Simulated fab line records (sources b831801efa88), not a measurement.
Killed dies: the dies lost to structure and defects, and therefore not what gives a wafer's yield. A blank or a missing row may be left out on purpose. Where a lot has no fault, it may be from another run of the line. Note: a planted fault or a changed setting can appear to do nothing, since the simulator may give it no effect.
fab line records ; flow sky130
[record] lots = 6; wafers = 18; last-day = 50
route steps=708 shown VIA4@652 METAL5@661 PAD_OPEN@708
lots with no fault: from the same line, run without faults
start-h: start of the lot's first displayed wafer, in hours after the record's first day ; wait-h: how many hours have passed since the lot's step before this one ; " repeats the value in the row above ; L1.1+2: a row that stands for several wafers ; - no value, or no start was given ; * or withheld: withheld ; < > ~ a bound
route shown NAME@n: names a module that has steps shown in the file, with the first one's number in the route ; usual: mean and standard deviation over wafers with no fault ; same: alike in all rows ; chamber/n: place in a boat ; sites: per-site readings ; _std_site: the values' standard deviation ; _edge_site: inner sites' mean taken away from outer sites' mean ; radius-mm: how far each site lies from the wafer's centre ; mask NAME#n: copy n ; behind: tool/chamber where the wafer was last shaped ; hold: why the lot was held/for how many hours/how that ended ; device: the n, p or np transistor that did not switch ; end of line: the tests these same wafers got at the end of their route ; where a step has no rows: the recipe by itself ; killed: count of dies lost to structure and defects at first sort (not the wafer's yield) ; map: the dies of a wafer, with x for killed, . for not killed, _ for no die there
set.NAME: the setting that was run; set.NAME@STEP: the one run at that earlier step ; model.NAME: the simulator's own value behind a step, which no gauge read
certain route steps with their lots: each step a table, each wafer a row
services: a tool's chamber out of use, with start hour (start-h, from the record's first day; less than 0 if before it), hours out, and reason
[[steps]]
[step SKY_VIA4_STRIP_13]
[recipe] chemistry = O2/N2; power-w = 1400; pressure-mtorr = 1500; platen-temp-c = withheld; o2-flow-sccm = 3000; n2-flow-sccm = 300; overash-fraction = 0.5
[step SKY_VIA4_STRIP_14]
[recipe] chemistry = post-etch-residue-remover; time-s = 1200; temp-c = 72.5
[step SKY_VIA4_CLEAN_15]
[recipe] chemistry = IPA; time-s = 180; temp-c = 25
[step SKY_VIA4_CLEAN_16]
[recipe] chemistry = O3/DIW; dry = n2-spin
[step SKY_VIA4_SPUTTER_17]
[recipe] material = TiN; target-thk-nm = 20; chamber-pressure-pa = 5; power-w = 4000; time-s = 80
[usual] cathode-dc-power-W = 4000.1/0.74; throttle-valve-pct = 29.5/1.1
lot.wafer;tool;chamber;start-h;wait-h;cathode-dc-power-W;throttle-valve-pct
L417.1;pvd-sputter-04;-;1003.15;0.0;3999.6;31.1
L417.4;pvd-sputter-04;-;1003.15;0.0;4000.1;27.7
L417.5;pvd-sputter-04;-;1003.15;0.0;3999.7;27.9
L426.3;pvd-sputter-01;-;1070.83;0.0;3999.5;28.7
L426.4;pvd-sputter-01;-;1070.83;0.0;3998.7;30.1
L426.6;pvd-sputter-01;-;1070.83;0.0;3999.8;30.4
L425.4;pvd-sputter-03;-;1071.90;0.0;4001.3;29.6
L425.5;pvd-sputter-03;-;1071.90;0.0;4001.5;28.1
L425.6;pvd-sputter-03;-;1071.90;0.0;4000.5;31.3
L430.1;pvd-sputter-03;-;1084.25;0.0;4000.3;29.2
L430.4;pvd-sputter-03;-;1084.25;0.0;4000.3;31.5
L430.5;pvd-sputter-03;-;1084.25;0.0;4000.3;31.5
L434.1;pvd-sputter-04;-;1136.05;0.0;3999.6;28.1
L434.4;pvd-sputter-04;-;1136.05;0.0;3999.0;28.9
L434.6;pvd-sputter-04;-;1136.05;0.0;4000.5;29.1
L437.1;pvd-sputter-01;-;1141.38;0.0;4001.2;30.1
L437.2;pvd-sputter-01;-;1141.38;0.0;4000.9;30.0
L437.5;pvd-sputter-01;-;1141.38;0.0;4000.2;30.3
[step SKY_VIA4_CVD_18]
[recipe] material = W; target-thk-nm = 505; time-s = 152.14; temp-c = 400; pressure-torr = 40
[step SKY_VIA4_RS_MEAS_19]
[recipe] thk-meas-gauge = four-point-probe; reads = W_of_VIA4_CVD_18+TiN_of_VIA4_SPUTTER_17
[usual] VIA4_W_RS = 0.227/0.003
lot.wafer;tool;chamber;start-h;wait-h;VIA4_W_RS[ohm/sq]
L417.1;film-metro-04;-;1003.36;0.1;0.232
L417.4;film-metro-04;-;1003.36;0.1;0.228
L417.5;film-metro-04;-;1003.36;0.1;0.229
L426.3;film-metro-04;-;1071.08;0.1;0.231
L426.4;film-metro-04;-;1071.08;0.1;0.229
L426.6;film-metro-04;-;1071.08;0.1;0.229
L425.4;film-metro-03;-;1072.17;0.1;0.228
L425.5;film-metro-03;-;1072.17;0.1;0.224
L425.6;film-metro-03;-;1072.17;0.1;0.228
L430.1;film-metro-03;-;1084.46;0.1;0.227
L430.4;film-metro-03;-;1084.46;0.1;0.229
L430.5;film-metro-03;-;1084.46;0.1;0.227
L434.1;film-metro-03;-;1136.26;0.1;0.227
L434.4;film-metro-03;-;1136.26;0.1;0.222
L434.6;film-metro-03;-;1136.26;0.1;0.231
L437.1;film-metro-04;-;1141.59;0.1;0.226
L437.2;film-metro-04;-;1141.59;0.1;0.227
L437.5;film-metro-04;-;1141.59;0.1;0.227
[step SKY_VIA4_THK_MEAS_20]
[recipe] thk-meas-gauge = xrf; reads = W_of_VIA4_CVD_18
[usual] VIA4_W_THK = 499/7.2
lot.wafer;tool;chamber;start-h;wait-h;VIA4_W_THK[nm]
L417.1;film-metro-04;-;1003.48;0.1;488
L417.4;film-metro-04;-;1003.48;0.1;499
L417.5;film-metro-04;-;1003.48;0.1;494
L426.3;film-metro-04;-;1071.18;0.1;489
L426.4;film-metro-04;-;1071.18;0.1;494
L426.6;film-metro-04;-;1071.18;0.1;495
L425.4;film-metro-03;-;1072.26;0.1;500
L425.5;film-metro-03;-;1072.26;0.1;508
L425.6;film-metro-03;-;1072.26;0.1;499
L430.1;film-metro-03;-;1084.58;0.1;498
L430.4;film-metro-03;-;1084.58;0.1;494
L430.5;film-metro-03;-;1084.58;0.1;497
L434.1;film-metro-03;-;1136.38;0.1;497
L434.4;film-metro-03;-;1136.38;0.1;510
L434.6;film-metro-03;-;1136.38;0.1;490
L437.1;film-metro-04;-;1141.71;0.1;509
L437.2;film-metro-04;-;1141.71;0.1;506
L437.5;film-metro-04;-;1141.71;0.1;503
[step SKY_VIA4_CMP_21]
[recipe] stop-on = SiO2; t-overpolish-s = 25; down-force-psi = 3.5; platen-rpm = 60; target-thk-nm = 0; pad-velocity-m-s = 0.94248
[usual] motor-current-A = 11.3/1.1; overpolish-run-s = 25.000/0.0096; slurry-flow-ml-min = 149.9/0.54; time-to-endpoint-s = 122/6.8
lot.wafer;tool;chamber;start-h;wait-h;motor-current-A;overpolish-run-s;slurry-flow-ml-min;time-to-endpoint-s
L417.1;cmp-02;1;1003.64;0.1;10.7;25.008;150.1;116
L417.4;cmp-02;2;1003.64;0.1;10.4;25.004;150.2;109
L417.5;cmp-02;0;1003.64;0.1;12.0;25.010;150.3;117
L426.4;cmp-01;1;1071.28;0.1;10.5;25.000;150.9;120
L426.3;cmp-01;2;1071.28;0.1;11.1;25.004;150.3;121
L426.6;cmp-01;1;1071.28;0.1;10.2;24.998;149.5;118
L425.4;cmp-02;1;1072.34;0.1;10.4;24.993;148.5;124
L425.6;cmp-02;0;1072.34;0.1;12.0;24.983;149.7;126
L425.5;cmp-02;1;1072.34;0.1;10.5;25.007;149.8;124
L430.1;cmp-01;3;1084.74;0.1;12.3;25.002;149.3;133
L430.4;cmp-01;0;1084.74;0.1;11.1;24.999;149.3;128
L430.5;cmp-01;2;1084.74;0.1;12.0;25.005;150.1;126
L434.1;cmp-02;3;1136.44;0.1;8.9;24.989;150.0;117
L434.4;cmp-02;2;1136.44;0.1;10.4;24.987;148.8;115
L434.6;cmp-02;0;1136.44;0.1;12.9;24.985;149.8;125
L437.2;cmp-01;2;1141.77;0.0;10.9;24.993;150.2;119
L437.1;cmp-01;3;1141.77;0.0;12.6;25.010;150.2;129
L437.5;cmp-01;3;1141.77;0.0;12.5;25.004;150.0;134
[step SKY_METAL5_SPUTTER_00]
[recipe] material = Ti; target-thk-nm = 15; power-w = 3000; time-s = 10; chamber-pressure-pa = 0.4
[step SKY_METAL5_SPUTTER_01]
[recipe] material = TiN; target-thk-nm = 20; power-w = 6500; time-s = 16.7; chamber-pressure-pa = 0.4
[usual] cathode-dc-power-W = 6500.0/1.1; throttle-valve-pct = 29.8/1
lot.wafer;tool;chamber;start-h;wait-h;cathode-dc-power-W;throttle-valve-pct
L417.1;pvd-sputter-01;-;1003.87;0.0;6497.1;30.4
L417.4;pvd-sputter-01;-;1003.87;0.0;6498.6;30.4
L417.5;pvd-sputter-01;-;1003.87;0.0;6500.4;30.6
L426.3;pvd-sputter-02;-;1071.56;0.0;6499.4;30.6
L426.4;pvd-sputter-02;-;1071.56;0.0;6499.0;29.5
L426.6;pvd-sputter-02;-;1071.56;0.0;6499.5;31.8
L425.4;pvd-sputter-02;-;1072.62;0.0;6499.4;30.2
L425.5;pvd-sputter-02;-;1072.62;0.0;6500.7;30.4
L425.6;pvd-sputter-02;-;1072.62;0.0;6499.2;31.8
L430.1;pvd-sputter-02;-;1084.97;0.0;6500.7;29.2
L430.4;pvd-sputter-02;-;1084.97;0.0;6501.4;30.5
L430.5;pvd-sputter-02;-;1084.97;0.0;6500.8;30.3
L434.1;pvd-sputter-04;-;1136.76;0.0;6498.9;29.1
L434.4;pvd-sputter-04;-;1136.76;0.0;6498.8;29.2
L434.6;pvd-sputter-04;-;1136.76;0.0;6500.4;28.0
L437.1;pvd-sputter-01;-;1142.09;0.0;6501.6;30.0
L437.2;pvd-sputter-01;-;1142.09;0.0;6501.0;28.6
L437.5;pvd-sputter-01;-;1142.09;0.0;6501.5;30.5
[step SKY_METAL5_SPUTTER_02]
[recipe] material = AlCu; target-thk-nm = 1150; power-w = 10600; time-s = 61.2; chamber-pressure-pa = 0.4
[usual] cathode-dc-power-W = 10600/2.1; throttle-valve-pct = 29.8/1
lot.wafer;tool;chamber;start-h;wait-h;cathode-dc-power-W;throttle-valve-pct
L417.1;pvd-sputter-01;-;1003.89;0.0;10600;30.4
L417.4;pvd-sputter-01;-;1003.89;0.0;10600;30.2
L417.5;pvd-sputter-01;-;1003.89;0.0;10598;30.6
L426.3;pvd-sputter-02;-;1071.58;0.0;10597;30.4
L426.4;pvd-sputter-02;-;1071.58;0.0;10602;29.3
L426.6;pvd-sputter-02;-;1071.58;0.0;10601;31.8
L425.4;pvd-sputter-02;-;1072.64;0.0;10598;30.5
L425.5;pvd-sputter-02;-;1072.64;0.0;10597;30.3
L425.6;pvd-sputter-02;-;1072.64;0.0;10600;32.1
L430.1;pvd-sputter-02;-;1084.99;0.0;10600;29.6
L430.4;pvd-sputter-02;-;1084.99;0.0;10597;30.5
L430.5;pvd-sputter-02;-;1084.99;0.0;10601;30.4
L434.1;pvd-sputter-04;-;1136.79;0.0;10603;29.2
L434.4;pvd-sputter-04;-;1136.79;0.0;10600;28.9
L434.6;pvd-sputter-04;-;1136.79;0.0;10598;27.5
L437.1;pvd-sputter-01;-;1142.12;0.0;10599;29.9
L437.2;pvd-sputter-01;-;1142.12;0.0;10601;28.7
L437.5;pvd-sputter-01;-;1142.12;0.0;10600;30.3
[step SKY_METAL5_SPUTTER_03]
[recipe] material = Ti; target-thk-nm = 5; power-w = 3000; time-s = 3.3; chamber-pressure-pa = 0.4
[usual] cathode-dc-power-W = 3000.0/0.61; throttle-valve-pct = 29.8/1
lot.wafer;tool;chamber;start-h;wait-h;cathode-dc-power-W;throttle-valve-pct
L417.1;pvd-sputter-01;-;1003.94;0.0;3000.2;30.6
L417.4;pvd-sputter-01;-;1003.94;0.0;3000.8;30.0
L417.5;pvd-sputter-01;-;1003.94;0.0;2999.1;30.4
L426.3;pvd-sputter-02;-;1071.63;0.0;3000.9;30.3
L426.4;pvd-sputter-02;-;1071.63;0.0;2999.4;29.4
L426.6;pvd-sputter-02;-;1071.63;0.0;3000.0;32.1
L425.4;pvd-sputter-02;-;1072.69;0.0;2880.0;30.1
L425.5;pvd-sputter-02;-;1072.69;0.0;2880.7;30.3
L425.6;pvd-sputter-02;-;1072.69;0.0;2999.5;32.0
L430.1;pvd-sputter-02;-;1085.04;0.0;2999.3;29.2
L430.4;pvd-sputter-02;-;1085.04;0.0;3000.4;30.3
L430.5;pvd-sputter-02;-;1085.04;0.0;2881.0;30.3
L434.1;pvd-sputter-04;-;1136.84;0.0;3000.4;29.3
L434.4;pvd-sputter-04;-;1136.84;0.0;2999.5;28.8
L434.6;pvd-sputter-04;-;1136.84;0.0;2999.2;27.9
L437.1;pvd-sputter-01;-;1142.17;0.0;3000.1;30.2
L437.2;pvd-sputter-01;-;1142.17;0.0;3000.5;28.7
L437.5;pvd-sputter-01;-;1142.17;0.0;2999.8;30.4
[step SKY_METAL5_SPUTTER_04]
[recipe] material = TiN; target-thk-nm = 70; power-w = 6500; time-s = 58.3; chamber-pressure-pa = 0.4
[usual] cathode-dc-power-W = 6500.0/1.3; throttle-valve-pct = 29.9/1
lot.wafer;tool;chamber;start-h;wait-h;cathode-dc-power-W;throttle-valve-pct
L417.1;pvd-sputter-01;-;1003.96;0.0;6503.1;30.3
L417.4;pvd-sputter-01;-;1003.96;0.0;6501.2;29.9
L417.5;pvd-sputter-01;-;1003.96;0.0;6501.2;30.4
L426.3;pvd-sputter-02;-;1071.65;0.0;6499.2;30.6
L426.4;pvd-sputter-02;-;1071.65;0.0;6499.4;29.7
L426.6;pvd-sputter-02;-;1071.65;0.0;6500.8;31.9
L425.4;pvd-sputter-02;-;1072.71;0.0;6499.3;30.5
L425.5;pvd-sputter-02;-;1072.71;0.0;6500.6;30.3
L425.6;pvd-sputter-02;-;1072.71;0.0;6501.1;31.9
L430.1;pvd-sputter-02;-;1085.06;0.0;6501.0;29.3
L430.4;pvd-sputter-02;-;1085.06;0.0;6499.8;30.4
L430.5;pvd-sputter-02;-;1085.06;0.0;6499.6;30.4
L434.1;pvd-sputter-04;-;1136.86;0.0;6499.9;29.0
L434.4;pvd-sputter-04;-;1136.86;0.0;6498.1;28.7
L434.6;pvd-sputter-04;-;1136.86;0.0;6502.3;27.8
L437.1;pvd-sputter-01;-;1142.19;0.0;6498.5;29.9
L437.2;pvd-sputter-01;-;1142.19;0.0;6497.3;28.6
L437.5;pvd-sputter-01;-;1142.19;0.0;6499.2;30.3
[step SKY_PAD_OPEN_PROBE_99]
[usual] defect-limited-yield = 82.5/2; killed_at_M0_to_M3 = 44/7.1; killed_at_M4_up = 3.1/1.8; killed-at-contacts = 24/5.3; killed-at-front-end = 15/4.5; killed-at-other = 0.2/0.42; killed-dies = 86/9.6; killed-open = 46/6.9; killed-short = 40/6.4; sort_bin_3_pad_short = 0.8/0.36; sort_bin_5_function = 10.3/1.3; sort_bin_6_memory = 6.4/1.2; sort-n-pass = 406/9.6; sort-yield-pct = 82.5/2
[same] gross-dies = 492; killed-at-back-side = 0; sort_bin_4_leakage[%] = 0; sort_bin_8_speed[%] = 0
lot.wafer;tool;chamber;start-h;wait-h;defect-limited-yield[%];killed_at_M0_to_M3;killed_at_M4_up;killed-at-contacts;killed-at-front-end;killed-at-other;killed-dies;killed-open;killed-short;sort_bin_3_pad_short[%];sort_bin_5_function[%];sort_bin_6_memory[%];sort-n-pass;sort-yield-pct[%]
L417.1;prober-02;-;1072.42;0.1;81.3;48;3;31;9;1;92;45;47;1.0;10.0;7.7;400;81.3
L417.4;prober-02;-;1072.57;0.2;81.5;52;5;19;15;0;91;44;47;0.4;10.2;7.9;401;81.5
L417.5;prober-02;-;1072.62;0.2;82.3;44;3;24;16;0;87;37;50;1.2;9.3;7.1;405;82.3
L426.3;prober-01;-;1134.51;0.2;86.6;32;2;22;10;0;66;43;23;0.6;7.9;4.9;426;86.6
L426.4;prober-01;-;1134.56;0.2;81.1;48;1;26;17;1;93;40;53;1.2;9.8;7.9;399;81.1
L426.6;prober-01;-;1134.66;0.2;83.7;42;1;25;12;0;80;47;33;1.2;9.3;5.7;412;83.7
L425.4;prober-01;-;1137.30;0.2;81.3;55;2;10;25;0;92;55;37;1.0;10.2;7.5;400;81.3
L425.5;prober-01;-;1137.35;0.2;86.0;43;0;16;10;0;69;36;33;0.4;9.1;4.5;423;86.0
L425.6;prober-01;-;1137.40;0.2;79.7;58;0;27;15;0;100;60;40;1.0;12.4;6.9;392;79.7
L430.1;prober-02;-;1146.93;0.1;83.3;32;4;33;13;0;82;41;41;0.6;10.6;5.5;410;83.3
L430.4;prober-02;-;1147.08;0.2;84.1;42;3;19;14;0;78;42;36;0.6;10.4;4.9;414;84.1
L430.5;prober-02;-;1147.13;0.2;85.2;36;3;22;12;0;73;40;33;1.0;8.5;5.3;419;85.2
L434.1;prober-02;-;1191.04;0.1;77.6;50;5;40;15;0;110;61;49;1.0;13.4;7.9;382;77.6
L434.4;prober-02;-;1191.19;0.2;82.7;51;1;22;11;0;85;43;42;1.2;8.3;7.7;407;82.7
L434.6;prober-02;-;1191.29;0.2;83.5;38;2;25;16;0;81;43;38;0.4;10.6;5.5;411;83.5
L437.1;prober-01;-;1196.83;0.1;79.5;59;2;27;13;0;101;52;49;1.0;10.4;9.1;391;79.5
L437.2;prober-01;-;1196.88;0.1;84.1;36;4;21;16;1;78;38;40;0.4;10.6;4.9;414;84.1
L437.5;prober-01;-;1197.03;0.2;78.5;61;3;32;8;2;106;54;52;1.4;12.2;7.9;386;78.5
// killed by level:class
L417.1 CONTACT:geometric-particle:open=12 VIA1:geometric-particle:open=11 CONTACT:geometric-particle:short=9 VIA3:geometric-particle:open=8 VIA1:geometric-particle:short=5 METAL2:geometric-particle:short=5 VIA2:geometric-particle:open=5 LI_CONTACT:geometric-particle:open=4
L417.4 VIA1:geometric-particle:open=11 METAL1:geometric-particle:short=8 VIA3:geometric-particle:open=8 VIA2:geometric-particle:short=6 LI_CONTACT:geometric-particle:short=5 CONTACT:geometric-particle:short=5 FIELD_ISO:geometric-particle:open=4 LI_CONTACT:geometric-particle:open=4
L417.5 VIA1:geometric-particle:open=9 METAL1:geometric-particle:short=9 POLY_GATE:geometric-particle:short=6 LI_CONTACT:geometric-particle:open=6 CONTACT:geometric-particle:open=6 VIA2:geometric-particle:open=6 LI_CONTACT:geometric-particle:short=5 METAL2:geometric-particle:short=5
L426.3 LI_CONTACT:geometric-particle:open=9 CONTACT:geometric-particle:open=7 VIA1:geometric-particle:open=7 VIA2:geometric-particle:open=6 CONTACT:geometric-particle:short=5 POLY_GATE:geometric-particle:open=4 METAL1:geometric-particle:short=3 VIA1:geometric-particle:short=3
L426.4 CONTACT:geometric-particle:short=10 CONTACT:geometric-particle:open=8 VIA1:geometric-particle:short=8 FIELD_ISO:geometric-particle:open=7 VIA3:geometric-particle:open=7 METAL1:geometric-particle:short=7 VIA1:geometric-particle:open=7 LOCAL_INTERCONNECT:geometric-particle:short=6
L426.6 LI_CONTACT:geometric-particle:open=12 METAL1:geometric-particle:short=9 VIA1:geometric-particle:open=7 CONTACT:geometric-particle:open=5 VIA3:geometric-particle:open=5 CONTACT:geometric-particle:short=4 METAL2:geometric-particle:short=4 VIA2:geometric-particle:open=4
L425.4 VIA1:geometric-particle:open=13 POLY_GATE:geometric-particle:open=11 METAL2:geometric-particle:short=8 VIA2:geometric-particle:open=8 VIA3:geometric-particle:open=7 VIA1:geometric-particle:short=5 METAL1:geometric-particle:short=4 METAL1:geometric-particle:open=4
L425.5 VIA1:geometric-particle:open=8 VIA3:geometric-particle:open=7 CONTACT:geometric-particle:open=6 METAL2:geometric-particle:short=6 VIA1:geometric-particle:short=5 LOCAL_INTERCONNECT:geometric-particle:short=4 FIELD_ISO:geometric-particle:open=3 LI_CONTACT:geometric-particle:open=3
L425.6 CONTACT:geometric-particle:open=13 METAL2:geometric-particle:short=9 VIA2:geometric-particle:open=9 VIA1:geometric-particle:open=9 VIA3:geometric-particle:open=8 FIELD_ISO:geometric-particle:open=6 METAL1:geometric-particle:short=6 LI_CONTACT:geometric-particle:open=4
L430.1 CONTACT:geometric-particle:open=12 CONTACT:geometric-particle:short=9 VIA1:geometric-particle:open=7 METAL2:geometric-particle:short=6 LI_CONTACT:geometric-particle:open=6 POLY_GATE:geometric-particle:open=4 LOCAL_INTERCONNECT:geometric-particle:short=4 METAL1:geometric-particle:short=4
L430.4 VIA2:geometric-particle:open=10 VIA1:geometric-particle:open=9 FIELD_ISO:geometric-particle:short=7 CONTACT:geometric-particle:open=7 VIA1:geometric-particle:short=6 VIA3:geometric-particle:short=4 CONTACT:geometric-particle:short=4 METAL2:geometric-particle:short=4
L430.5 METAL2:geometric-particle:short=8 CONTACT:geometric-particle:open=8 VIA1:geometric-particle:open=7 FIELD_ISO:geometric-particle:open=5 LI_CONTACT:geometric-particle:open=5 CONTACT:geometric-particle:short=5 VIA3:geometric-particle:open=5 VIA2:geometric-particle:open=4
L434.1 CONTACT:geometric-particle:open=12 LI_CONTACT:geometric-particle:open=11 VIA3:geometric-particle:open=10 VIA1:geometric-particle:open=8 METAL3:geometric-particle:short=7 FIELD_ISO:geometric-particle:open=6 LI_CONTACT:geometric-particle:short=5 LOCAL_INTERCONNECT:geometric-particle:short=5
L434.4 VIA1:geometric-particle:open=10 CONTACT:geometric-particle:open=9 VIA1:geometric-particle:short=9 VIA3:geometric-particle:open=7 CONTACT:geometric-particle:short=6 METAL2:geometric-particle:short=6 VIA2:geometric-particle:open=6 LI_CONTACT:geometric-particle:open=5
L434.6 VIA2:geometric-particle:open=9 CONTACT:geometric-particle:open=8 FIELD_ISO:geometric-particle:open=6 VIA1:geometric-particle:open=6 POLY_GATE:geometric-particle:short=5 LI_CONTACT:geometric-particle:open=5 LOCAL_INTERCONNECT:geometric-particle:short=5 VIA2:geometric-particle:short=5
L437.1 VIA1:geometric-particle:open=13 CONTACT:geometric-particle:open=9 VIA1:geometric-particle:short=9 CONTACT:geometric-particle:short=8 LI_CONTACT:geometric-particle:open=7 METAL1:geometric-particle:short=7 VIA2:geometric-particle:open=6 VIA3:geometric-particle:open=6
L437.2 VIA1:geometric-particle:open=7 METAL3:geometric-particle:short=7 VIA3:geometric-particle:open=7 LI_CONTACT:geometric-particle:open=6 CONTACT:geometric-particle:open=6 FIELD_ISO:geometric-particle:short=5 POLY_GATE:geometric-particle:short=4 CONTACT:geometric-particle:short=4
L437.5 VIA1:geometric-particle:open=16 VIA1:geometric-particle:short=11 CONTACT:geometric-particle:open=11 VIA3:geometric-particle:open=9 LOCAL_INTERCONNECT:geometric-particle:short=8 LI_CONTACT:geometric-particle:open=6 METAL2:geometric-particle:short=5 VIA2:geometric-particle:short=4
[[services]]
tool;chamber;start-h;hours;kind
pvd-sputter-02;-;1003.35;1.8;repair
cmp-01;-;1028.42;0.9;repair
cmp-01;-;1037.75;8.1;pm
pvd-sputter-01;-;1064.74;0.5;repair
cmp-02;-;1066.19;2.4;repair
pvd-sputter-01;-;1071.49;4.3;repair
cmp-02;-;1089.95;4.0;pm
cmp-02;-;1093.95;-;consumable-replace:conditioner
cmp-02;-;1093.95;-;consumable-replace:pad
cmp-02;-;1110.39;6.6;pm
cmp-01;-;1126.83;1.0;repair
[[key]]
[first-sign] step = SKY_METAL5_SPUTTER_03; reading = cathode-dc-power-W; direction = down; sigmas = 99+; usual = 3000.0; struck = 2880.6
effect none on later readings
met-at SKY_METAL5_SPUTTER_03
struck-wafers L425.4,L425.5,L430.5
[fault] kind = process-parameter-drift; tool = pvd-sputter-02; chamber = -; onset-h = 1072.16; steps = SKY_METAL5_SPUTTER_03; channel = power-w; offset = *; shape = step; end-h = 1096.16; acts-in = *; stated = *; scope = struck-wafers-only
